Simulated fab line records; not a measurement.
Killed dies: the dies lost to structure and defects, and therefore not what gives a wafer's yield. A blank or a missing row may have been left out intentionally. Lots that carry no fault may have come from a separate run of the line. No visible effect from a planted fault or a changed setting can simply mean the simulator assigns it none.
Code-filled problem report in 8D (eight disciplines) form || flow sky130 || the parts of the form that need people (team, actions taken, sign-off) are left out

## 1. WHAT IS WRONG
Mean LDD_HVP_OVL at SKY_LDD_HVP_OVL_MEAS_07: -82.4 nm over 9 wafers in 3 lots; fault-free wafers: 0.4 nm, standard deviation 1.2. That is -69 standard deviations from the usual mean.
Earliest sighting: wafer L601.1 on overlay-01 at day 26 22:49. The record holds 39 wafers of 13 lots with a number at this step. The rule behind "out" and "out of limits": a value lying over 4 standard deviations away from the usual mean. The rest of the wafers with a number are treated as sound.

## 2. WHAT IT IS, AND WHAT IT ISN'T
{"question": "which readings at this step", "is": "LDD_HVP_OVL", "is not": "-"}
{"question": "which lots", "is": "L600, L601, L602", "is not": "L587, L588, L589, L593, L594, L595, L596, L597, L603, L609"}
{"question": "which wafers of those lots", "is": "all that have a number", "is not": "-"}
{"question": "read on which gauges", "is": "overlay-01, overlay-02", "is not": "-"}
{"question": "when", "is": "from day 26 22:49", "is not": "up to then (24 sound wafers); but 6 sound wafers of L603, L609 came after"}

## 3. THE SUSPECTS, EACH WITH WHAT RULES IT OUT
Counting: a tool at a process step up to the reading stays a suspect if it ran every lot that is out and no sound lot after the first of them.
- the gauge at SKY_LDD_HVP_OVL_MEAS_07 has been ruled out. 2 gauges (overlay-01, overlay-02) read the wafers that are out.
- iline-stepper-01 at SKY_LDD_HVP_EXPOSE_04 (exposes mask HVPTM, target cd 700 nm): kept. It ran every lot that is out, first L601 (day 26 09:07), and no sound lot after that; its last sound lot up to then is L596 (day 24 17:05).
The count leaves iline-stepper-01 at SKY_LDD_HVP_EXPOSE_04.

## 4. THE CAUSE (what the simulator had put in)
Scanner matching overlay: iline-stepper-01, from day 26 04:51 on, at SKY_LDD_HVP_EXPOSE_04. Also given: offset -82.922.
This tool alone remained once counting was done.

## 5. THE EFFECT CHAIN, in route order
Each row: a reading where the mean over the struck wafers with a number is more than 3 standard deviations away from the usual. Scope: only readings with a usual standard deviation given in the record; hours: median across lots of the time from each lot's start at the first step in this table that gives one to its start at this step; sigmas: change in usual standard deviations.
{"hours": 0, "step": "SKY_LDD_HVP_OVL_MEAS_07", "reading": "LDD_HVP_OVL", "usual": "0.4 nm", "on struck wafers": -82.4, "change": -82.8, "sigmas": -69}

## 6. HOW IT WOULD HAVE BEEN CAUGHT EARLIER
Counted from the fault's start at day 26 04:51, it took 18 hours until the first out-of-limits reading at a measuring or inspecting step in this record, taken at day 26 22:49.
An alarm limit of 4 standard deviations would not have fired on the tool readings at SKY_LDD_HVP_EXPOSE_04 for which the record gives a usual standard deviation, since none of them was out on any struck wafer.
Among the 3 lots that are out, L602 began SKY_LDD_HVP_EXPOSE_04 on iline-stepper-01 after day 26 22:49. Putting the tool on hold at that point would have spared it.
